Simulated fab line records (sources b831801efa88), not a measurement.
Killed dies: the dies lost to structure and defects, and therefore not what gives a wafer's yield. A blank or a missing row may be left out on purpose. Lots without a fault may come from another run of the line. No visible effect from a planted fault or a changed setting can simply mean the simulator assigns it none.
fab line records    flow sky130
[record] lots = 6  wafers = 18  lastDay = 51
route steps=708 shown METAL4@623
lots with no fault: from the same line, run without faults
startH: the number of hours between the record's first day and the start of the first shown wafer of the lot    waitH: hours from the lot's prior step to this one    " identical to the entry in the row above    L1.1+2: several wafers, shown together as one row    - no value, or no start given    * or withheld: withheld    < > ~ a bound
route shown NAME@n: NAME is a module with steps in the file, n the number in the route of the first one    usual: average and standard deviation across the fault-free wafers    same: alike in all rows    chamber/n: place in a boat    sites: each site's reading    _std_site: standard deviation of those values    _edge_site: inner sites' mean taken away from outer sites' mean    radiusMm: for every site, how far away it sits from the centre of the wafer    mask NAME#n: copy n    behind: the tool/chamber that last shaped the wafer    hold: the reason the lot was held/the length of the hold in hours/how it ended    device: transistor that didn't switch, given as n, p or np    end of line: the tests these same wafers got at the end of their route    a step with no rows: only its recipe    killed: the dies lost at the first sort to structure and to defects; this is not the yield of the wafer    map: per-die view of a wafer (x killed, . not killed, _ where there is no die)
set.NAME: the setting as run; set.NAME@STEP: as run at that earlier step    model.NAME: the simulator's own value behind a step, which no gauge read
lots seen at some steps along the route; tables by step, rows by wafer
services: a tool's chamber out of use, with start hour (startH, from the record's first day; less than 0 if before it), hours out, and reason
[[steps]]
[step SKY_METAL4_COAT_07]
[recipe] resist = BARC  tempC = withheld  timeS = withheld  spinRpm = 3000  resistThkNm = 60
[step SKY_METAL4_COAT_08]
[recipe] resist = KrF-thick  spinRpm = 3000  resistThkNm = 1140
[step SKY_METAL4_SOFTBAKE_09]
[recipe] tempC = 100  timeS = 90  resist = KrF-thick
[step SKY_METAL4_EXPOSE_10]
[recipe] maskId = MM4  na = 0.68  sourceShape = annular  sigmaInner = 0.4  sigmaOuter = 0.8  targetCdNm = 300  doseMj = 28
[step SKY_METAL4_PEB_11]
[recipe] pebTempC = withheld  pebTimeS = withheld  resist = KrF-thick
[step SKY_METAL4_DEVELOP_12]
[recipe] developTimeS = 60  resist = KrF-thick  devTempC = 21
[step SKY_METAL4_CD_MEAS_13]
[recipe] targetCdNm = 300
[usual] cdNm = 299.4/1.6
lot.wafer  tool      chamber  startH   waitH  cdNm
L532.1     cdSem-02  -        1024.59  -      297.1
L532.3     "         -        "        "      296.5
L532.4     "         -        "        "      297.2
L537.2     cdSem-01  -        1045.51  -      297.9
L537.3     "         -        "        "      297.0
L537.5     "         -        "        "      298.3
L538.3     cdSem-01  -        1051.78  -      296.5
L538.4     "         -        "        "      297.7
L538.5     "         -        "        "      296.4
L547.1     cdSem-01  -        1106.44  -      301.0
L547.4     "         -        "        "      300.4
L547.6     "         -        "        "      300.4
L551.3     cdSem-01  -        1132.22  -      300.5
L551.5     "         -        "        "      301.4
L551.6     "         -        "        "      300.7
L553.3     cdSem-01  -        1134.88  -      299.1
L553.5     "         -        "        "      298.9
L553.6     "         -        "        "      299.5
[step SKY_METAL4_OVL_MEAS_14]
[usual] METAL4_OVL = 1/6
lot.wafer  tool        chamber  startH   waitH  METAL4_OVL[nm]
L532.1     overlay-01  -        1024.71  0.1    -4
L532.3     "           -        "        "      -3
L532.4     "           -        "        "      -9
L537.2     overlay-02  -        1045.61  0.1    9
L537.3     "           -        "        "      4
L537.5     "           -        "        "      4
L538.3     overlay-02  -        1051.87  0.1    -3
L538.4     "           -        "        "      -9
L538.5     "           -        "        "      -1
L547.1     overlay-01  -        1106.56  0.1    -5
L547.4     "           -        "        "      0
L547.6     "           -        "        "      0
L551.3     overlay-02  -        1132.31  0.1    4
L551.5     "           -        "        "      2
L551.6     "           -        "        "      -3
L553.3     overlay-01  -        1134.97  0.1    -4
L553.5     "           -        "        "      -4
L553.6     "           -        "        "      -4
[step SKY_METAL4_DESCUM_15]
[recipe] chemistry = O2  sourcePowerW = 150  biasPowerW = 0  pressureMtorr = 10  tempC = 40  timeS = 8
[usual] drypumpMotorCurrentA = 5.3/0.4  oesProductAu = 1.000/0.0073  rfFwdPowerW = 147.3/0.81
lot.wafer  tool         chamber  startH   waitH  drypumpMotorCurrentA  oesProductAu  rfFwdPowerW  rfHoursCounterH
L532.1     rieMetal-03  0        1024.74  0.0    5.3                   0.995         147.4        8.7
L532.3     "            0        "        "      5.3                   1.005         147.5        -
L532.4     "            1        "        "      4.9                   1.013         147.8        -
L537.2     rieMetal-03  1        1045.64  0.0    5.0                   0.995         148.1        8.9
L537.3     "            1        "        "      4.9                   1.003         148.4        -
L537.5     "            1        "        "      4.9                   1.011         147.8        -
L538.3     rieMetal-02  1        1051.90  0.0    6.1                   1.002         147.3        -
L538.4     "            0        "        "      4.9                   1.007         146.2        -
L538.5     "            0        "        "      4.9                   1.009         146.1        -
L547.1     rieMetal-02  0        1106.59  0.0    5.0                   1.001         146.1        12.8
L547.4     "            1        "        "      6.1                   0.988         147.0        -
L547.6     "            0        "        "      5.0                   1.001         145.9        -
L551.3     rieMetal-03  0        1132.34  0.0    5.3                   1.001         147.1        -
L551.5     "            0        "        "      5.3                   1.002         147.6        -
L551.6     "            1        "        "      4.9                   0.988         147.5        -
L553.3     rieMetal-03  0        1135.00  0.0    5.3                   1.011         147.8        -
L553.5     "            0        "        "      5.3                   0.999         147.3        -
L553.6     "            1        "        "      5.0                   0.988         147.3        -
[step SKY_METAL4_ETCH_16]
[recipe] chemistry = N2/H2  target = BARC  ionEnergyEv = 200  biasW = 100  pressureMtorr = 30  n2FlowSccm = 100  h2FlowSccm = 200  icpW = 500  stopOn = SiO2  timeS = 88.2  targetDepthA = 600
[usual] drypumpMotorCurrentA = 5.3/0.4  oesProductAu = 0.625/0.0046  rfFwdPowerW = 496.7/1.9  throttleValvePct = 13.205/0.0093
lot.wafer  tool         chamber  startH   waitH  drypumpMotorCurrentA  oesProductAu  rfFwdPowerW  rfHoursCounterH  throttleValvePct
L532.1     rieMetal-03  0        1024.77  0.0    5.4                   0.619         497.6        8.7              13.197
L532.3     "            0        "        "      5.3                   0.624         494.9        -                13.220
L532.4     "            1        "        "      5.0                   0.623         497.5        -                13.213
L537.2     rieMetal-03  1        1045.67  0.0    5.0                   0.618         498.1        8.9              13.213
L537.3     "            1        "        "      5.0                   0.622         495.1        -                13.198
L537.5     "            1        "        "      5.0                   0.626         496.6        -                13.212
L538.3     rieMetal-02  1        1051.96  0.0    6.1                   0.623         497.2        -                13.207
L538.4     "            0        "        "      5.0                   0.623         496.2        -                13.209
L538.5     "            0        "        "      5.0                   0.623         493.4        -                13.197
L547.1     rieMetal-02  0        1106.62  0.0    4.9                   0.626         495.9        12.8             13.199
L547.4     "            1        "        "      6.1                   0.624         496.4        -                13.200
L547.6     "            0        "        "      4.9                   0.616         496.8        -                13.222
L551.3     rieMetal-03  0        1132.40  0.0    5.3                   0.629         498.5        -                13.206
L551.5     "            0        "        "      5.3                   0.625         498.8        -                13.197
L551.6     "            1        "        "      5.0                   0.623         496.6        -                13.216
L553.3     rieMetal-03  0        1135.06  0.0    5.4                   0.631         494.7        -                13.207
L553.5     "            0        "        "      5.3                   0.624         496.2        -                13.202
L553.6     "            1        "        "      4.9                   0.623         499.8        -                13.194
[step SKY_METAL4_ETCH_17]
[recipe] target = SiO2  stopOn = TiN  chemistry = C4F8/O2/Ar  sourceW = 1500  biasW = 1200  pressureMtorr = 40  c4f8FlowSccm = withheld  O2_flow_sccm = 6  Ar_flow_sccm = 300  timeS = 3.9  targetDepthA = 150
[usual] oesProductAu = 0.754/0.0073  rfFwdPowerW = 1467/7.3
lot.wafer  tool        chamber  startH   waitH  oesProductAu  rfFwdPowerW  rfHoursCounterH
L532.1     rieDiel-03  2        1024.87  0.1    0.739         1456         20
L532.3     "           0        "        "      0.744         1470         8
L532.4     "           3        "        "      0.762         1477         9
L537.2     rieDiel-02  0        1045.77  0.1    0.751         1459         8
L537.3     "           1        "        "      0.759         1472         25
L537.5     "           3        "        "      0.761         1466         -
L538.3     rieDiel-03  1        1052.02  0.0    0.751         1468         13
L538.4     "           2        "        "      0.760         1454         21
L538.5     "           1        "        "      0.754         1464         -
L547.1     rieDiel-04  2        1106.72  0.1    0.749         1458         19
L547.4     "           1        "        "      0.750         1481         29
L547.6     "           3        "        "      0.754         1470         -
L551.3     rieDiel-04  3        1132.46  0.0    0.759         1473         19
L551.5     "           2        "        "      0.767         1463         -
L551.6     "           1        "        "      0.746         1478         -
L553.3     rieDiel-03  2        1135.12  0.0    0.752         1463         0
L553.5     "           1        "        "      0.764         1465         -
L553.6     "           2        "        "      0.754         1464         -
[step SKY_METAL4_METAL_ETCH_18]
[recipe] targetDepthA = 8450  stopOn = SiO2  overEtchFrac = 0.3  timeS = 183.1  chemistry = Cl2/BCl3  resistSidewallDeg = 88  pressureMtorr = 10  icpW = 900  biasW = 48.5  Cl2_flow_sccm = 60  bcl3FlowSccm = 30
[usual] bcl3FlowSccm = 30.00/0.095  drypumpMotorCurrentA = 5.4/0.43  mfcCl2Sccm = 59.98/0.18  oesProductAu = 0.863/0.0056  rfFwdPowerW = 897/3.1  throttleValvePct = 22.265/0.0082
[same] overEtchFrac = 0.3
lot.wafer  tool         chamber  startH   waitH  bcl3FlowSccm  drypumpMotorCurrentA  mfcCl2Sccm  oesProductAu  rfFwdPowerW  rfHoursCounterH  throttleValvePct
L532.1     rieMetal-02  1        1024.89  0.0    29.92         6.1                   59.93       0.878         899          5                22.263
L532.3     "            1        "        "      29.98         6.1                   60.16       0.865         897          -                22.271
L532.4     "            0        "        "      29.82         4.9                   59.99       0.868         895          -                22.262
L537.2     rieMetal-04  0        1045.79  0.0    30.00         5.2                   60.03       0.863         894          12               22.257
L537.3     "            0        "        "      30.15         5.2                   59.94       0.866         896          -                22.267
L537.5     "            0        "        "      30.09         5.2                   59.93       0.859         901          -                22.247
L538.3     rieMetal-03  1        1052.10  0.1    29.91         5.0                   59.86       0.867         900          -                22.278
L538.4     "            0        "        "      30.02         5.3                   60.31       0.868         896          -                22.260
L538.5     "            1        "        "      29.94         4.9                   59.84       0.869         901          -                22.267
L547.1     rieMetal-04  1        1106.74  0.0    30.00         5.8                   60.32       0.874         898          14               22.272
L547.4     "            0        "        "      30.11         5.2                   60.11       0.871         897          -                22.259
L547.6     "            1        "        "      29.93         5.8                   60.17       0.871         897          -                22.274
L551.3     rieMetal-04  1        1132.54  0.1    30.12         5.8                   59.80       0.862         897          -                22.251
L551.5     "            0        "        "      29.98         5.2                   59.86       0.870         898          -                22.273
L551.6     "            1        "        "      30.22         5.8                   59.89       0.864         895          -                22.256
L553.3     rieMetal-04  1        1135.20  0.1    29.98         5.8                   59.85       0.867         897          -                22.260
L553.5     "            0        "        "      30.04         5.2                   60.12       0.866         899          -                22.252
L553.6     "            1        "        "      30.03         5.8                   59.91       0.857         893          -                22.278
[step SKY_METAL4_STRIP_19]
[recipe] chemistry = O2/N2  powerW = 1400  pressureMtorr = 1500  platenTempC = withheld  o2FlowSccm = 3000  n2FlowSccm = 300  overashFraction = 0.5
[usual] chamberPressureMTorr = 1500/4.2  drypumpMotorCurrentA = 6.1/0.56  oesProductAu = 0.502/0.0054  overashFraction = 0.5/0  stripTimeToEndpointS = 6.53/0.071
lot.wafer  tool            chamber  startH   waitH  chamberPressureMTorr  drypumpMotorCurrentA  oesProductAu  overashFraction  rfHoursCounterH  stripTimeToEndpointS  model.KrF-thick_of_METAL4_COAT_08.thkNm
L532.1     plasmaAsher-01  1        1025.07  0.1    1501                  5.6                   0.504         0.5              91               6.56                  0
L532.3     "               0        "        "      1500                  5.1                   0.504         0.5              -                6.59                  0
L532.4     "               1        "        "      1502                  5.6                   0.499         0.5              -                6.35                  0
L537.2     plasmaAsher-01  0        1045.97  0.1    -                     -                     -             -                -                -                     526.2
L537.3     "               0        "        "      -                     -                     -             -                -                -                     531.2
L537.5     "               1        "        "      -                     -                     -             -                -                -                     517.6
L538.3     plasmaAsher-04  0        1052.25  0.1    -                     -                     -             -                -                -                     524.6
L538.4     "               1        "        "      -                     -                     -             -                -                -                     521
L538.5     "               0        "        "      -                     -                     -             -                -                -                     523.7
L547.1     plasmaAsher-04  1        1106.92  0.1    1500                  6.3                   0.503         0.5              33               6.60                  0
L547.4     "               1        "        "      1502                  6.3                   0.503         0.5              -                6.48                  0
L547.6     "               0        "        "      1500                  6.5                   0.511         0.5              -                6.63                  0
L551.3     plasmaAsher-03  1        1132.69  0.1    1499                  6.8                   0.503         0.5              -                6.57                  0
L551.5     "               0        "        "      1499                  5.9                   0.500         0.5              -                6.51                  0
L551.6     "               1        "        "      1499                  6.8                   0.501         0.5              -                6.58                  0
L553.3     plasmaAsher-04  1        1135.35  0.1    1500                  6.3                   0.504         0.5              -                6.62                  0
L553.5     "               1        "        "      1499                  6.3                   0.504         0.5              -                6.48                  0
L553.6     "               0        "        "      1500                  6.5                   0.497         0.5              -                6.60                  0
[step SKY_METAL4_STRIP_20]
[recipe] chemistry = postEtchResidueRemover  timeS = 1200  tempC = 72.5
[[services]]
tool            chamber  startH   hours  kind
rieDiel-03      3        1002.08  14.8   repair
rieDiel-04      2        1005.42  19.4   repair
rieDiel-02      -        1012.88  0.4    repair
rieDiel-02      -        1022.43  0.6    repair
plasmaAsher-03  -        1055.25  9.0    pm
plasmaAsher-03  0        1055.25  9.4    ventCycle
plasmaAsher-03  1        1055.25  9.4    ventCycle
rieDiel-02      1        1056.50  -      clean
rieDiel-02      1        1056.50  23.7   scheduledDown
rieDiel-02      1        1056.50  23.7   ventCycle
plasmaAsher-03  -        1060.51  4.1    repair
rieMetal-03     -        1061.44  1.4    pm
plasmaAsher-03  0        1064.25  -      clean
plasmaAsher-03  1        1064.25  -      clean
rieDiel-03      0        1102.90  1.5    repair
rieDiel-03      2        1105.06  -      clean
rieDiel-03      2        1105.06  14.4   scheduledDown
rieDiel-03      2        1105.06  14.4   ventCycle
rieMetal-02     -        1106.79  1.4    pm
[[key]]
[firstSign] step = SKY_METAL4_STRIP_19  reading = toolRecord  direction = missing
effect none on later readings
[modelEffect] step = SKY_METAL4_STRIP_19  value = KrF-thick_of_METAL4_COAT_08.thkNm  without = 0  struck = 524.1
metAt SKY_METAL4_STRIP_19
struckWafers L537.2,L537.3,L537.5,L538.3,L538.4,L538.5
laterRowsLeftOut L537.2,L537.3,L537.5,L538.3,L538.4,L538.5
sortLeftOut L537.2,L537.3,L537.5,L538.3,L538.4,L538.5
onsetBetween 1025.07 1045.97
[fault] kind = skippedStepWhole  tool = plasmaAsher-01,plasmaAsher-04  chamber = -  onsetH = 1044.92  steps = SKY_METAL4_STRIP_19  scope = struckLotsOnly
// sortLeftOut: the simulated sort isn't trusted on such a fault, so these wafers' sort isn't shown, and their yield isn't known
// laterRowsLeftOut: the simulator's readings of these wafers behind a module that went badly wrong aren't trusted and aren't shown, but for the sort
